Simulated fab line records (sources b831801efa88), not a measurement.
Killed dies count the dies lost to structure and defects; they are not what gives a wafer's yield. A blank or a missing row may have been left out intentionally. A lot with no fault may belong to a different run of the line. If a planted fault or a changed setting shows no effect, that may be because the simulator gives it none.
A lot that was struck, set against a sound lot	flow sky130	22 steps out of a route of 708
Sound: the wafers L614.1, L614.2, L614.6. Wafers L617.2, L617.4, L617.5 were the ones struck. Last of all comes the cause.
Order at every step that has rows: each side's tool, ch and its chambers, its first start. Under that, the readings that differ: sound wafers	struck wafers	difference of the means	sigmas: that difference in standard deviations of wafers without a fault.
alike: readings with means less than 2 such deviations apart, plus words and numbers identical on both sides. not compared: withheld readings, readings lacking a value on some wafer, bounds such as >300 that could conceal the same value, and numbers that have no deviation in the record and whose values overlap.
Wherever a step has rows on one side only, a row that says differs or no value, or a row with sigmas, the two part there. Numbers that don't overlap but have no deviation are shown without sigmas and don't part them. A reading that every wafer of one side lacks parts them only if that side has two wafers or more.

first, 1 step without rows for these wafers: SKY_LOCAL_INTERCONNECT_CLEAN_18 (cleans in O3/DIW).
SKY_CONTACT_CVD_00: deposits Si3N4, target thk 75 nm.
  sound on pecvd-01 ch 0,2, day 34 03:16; struck on pecvd-01 ch 0,1, day 35 04:04
  alike: heaterPowerW
SKY_CONTACT_THK_MEAS_01:
  sound on filmMetro-01 at day 34 03:17; struck on filmMetro-01 at day 35 04:07
  alike: CONTACT_CVD_00_THK
then, 1 step without rows for these wafers: SKY_CONTACT_HDPCVD_02 (deposits SiO2, target thk 565 nm, time 94.2 s).
SKY_CONTACT_THK_MEAS_03:
  sound on filmMetro-01 at day 34 03:25; struck on filmMetro-04 at day 35 04:15
  alike: CONTACT_HDPCVD_THK
SKY_CONTACT_CMP_04: polishes SiO2.
  sound on cmp-01 ch 1,3, day 34 03:29; struck on cmp-01 ch 0,3, day 35 04:21
reading	sound	struck	difference	sigmas
timeToEndpointS (s)	76 75 73	84 83 85	+9	+2
  alike: motorCurrentA
SKY_CONTACT_BOW_MEAS_05:
  sound on filmMetro-04 at day 34 03:47; struck on filmMetro-01 at day 35 04:37
  alike: CONTACT_BOW
then, 5 steps without rows for these wafers: SKY_CONTACT_DEHYDRATE_06 (time 60 s); SKY_CONTACT_HMDS_07 (prime time 60 s); SKY_CONTACT_COAT_08 (resist thk 60 nm); SKY_CONTACT_COAT_09 (resist thk 450 nm); SKY_CONTACT_SOFTBAKE_10 (time 90 s).
SKY_CONTACT_EXPOSE_11: exposes mask CTM1, target cd 170 nm.
  sound on krfScanner-02 ch 0, day 34 17:18; struck on krfScanner-01 ch 0, day 35 16:40
  alike: mask
then, 2 steps without rows for these wafers: SKY_CONTACT_PEB_12; SKY_CONTACT_DEVELOP_13 (develop time 60 s).
SKY_CONTACT_CD_MEAS_14: the cd target is 170 nm.
  sound on cdSem-02 at day 35 05:51; struck on cdSem-01 at day 36 05:53
reading	sound	struck	difference	sigmas
cdNm (nm)	171.3 171.1 170.5	54.8 88.0 35.0	-111.7	-59
SKY_CONTACT_OVL_MEAS_15:
  sound on overlay-01 at day 35 05:58; struck on overlay-02 at day 36 06:00
  alike: CONTACT_OVL
SKY_CONTACT_ETCH_16: etches BARC in N2/H2, stops on SiO2, time 45.9 s, target depth 60 nm.
  sound on rieDiel-04 ch 1,3, day 35 06:00; struck on rieDiel-01 ch 1,2, day 36 06:02
reading	sound	struck	difference	sigmas
model.CONTACT.cdNm (nm)	171.8 171.7 170.8	54.04 87.63 35	-112.54	
  alike: drypumpMotorCurrentA, oesProductAu, throttleValvePct
  not compared: rfHoursCounterH
SKY_CONTACT_ETCH_17: etches SiO2 in C4F8/O2/Ar, stops on Si3N4, target depth 340 nm.
  sound on rieDiel-04 ch 1,3, day 35 06:03; struck on rieDiel-01 ch 1,2, day 36 06:04
  alike: oesProductAu
SKY_CONTACT_ETCH_18: etches Si3N4 in CHF3/O2, stops on TiN, time 39 s, target depth 75 nm.
  sound: rieDiel-04 ch 1,3; struck: rieDiel-01 ch 1,2
reading	sound	struck	difference	sigmas
model.CONTACT.cdNm (nm)	171.8 171.5 170.8	53.92 87.95 35.31	-112.31	
  alike: O2_flow_sccm, chf3FlowSccm, drypumpMotorCurrentA, oesProductAu, throttleValvePct
  not compared: rfHoursCounterH
SKY_CONTACT_STRIP_19: strips in O2/N2.
  sound on plasmaAsher-04 ch 0,1, day 35 06:08; struck on plasmaAsher-02 ch 0,1, day 36 06:10
  alike: drypumpMotorCurrentA, oesProductAu, stripTimeToEndpointS
  not compared: rfHoursCounterH
-- the record jumps here: 13 days lie between the struck wafers' starts before and after (it left off in module CONTACT and takes up again in module PAD_OPEN, whose first step shown is number 708 of the route) --
SKY_PAD_OPEN_PROBE_99:
  rows exist in the record for the struck wafers here (prober-01, day 49 03:58), but not for the sound ones

## WHERE THEY PART
Earliest at SKY_CONTACT_CMP_04; latest, in this record, at SKY_PAD_OPEN_PROBE_99.

WHY: what the simulator had put in
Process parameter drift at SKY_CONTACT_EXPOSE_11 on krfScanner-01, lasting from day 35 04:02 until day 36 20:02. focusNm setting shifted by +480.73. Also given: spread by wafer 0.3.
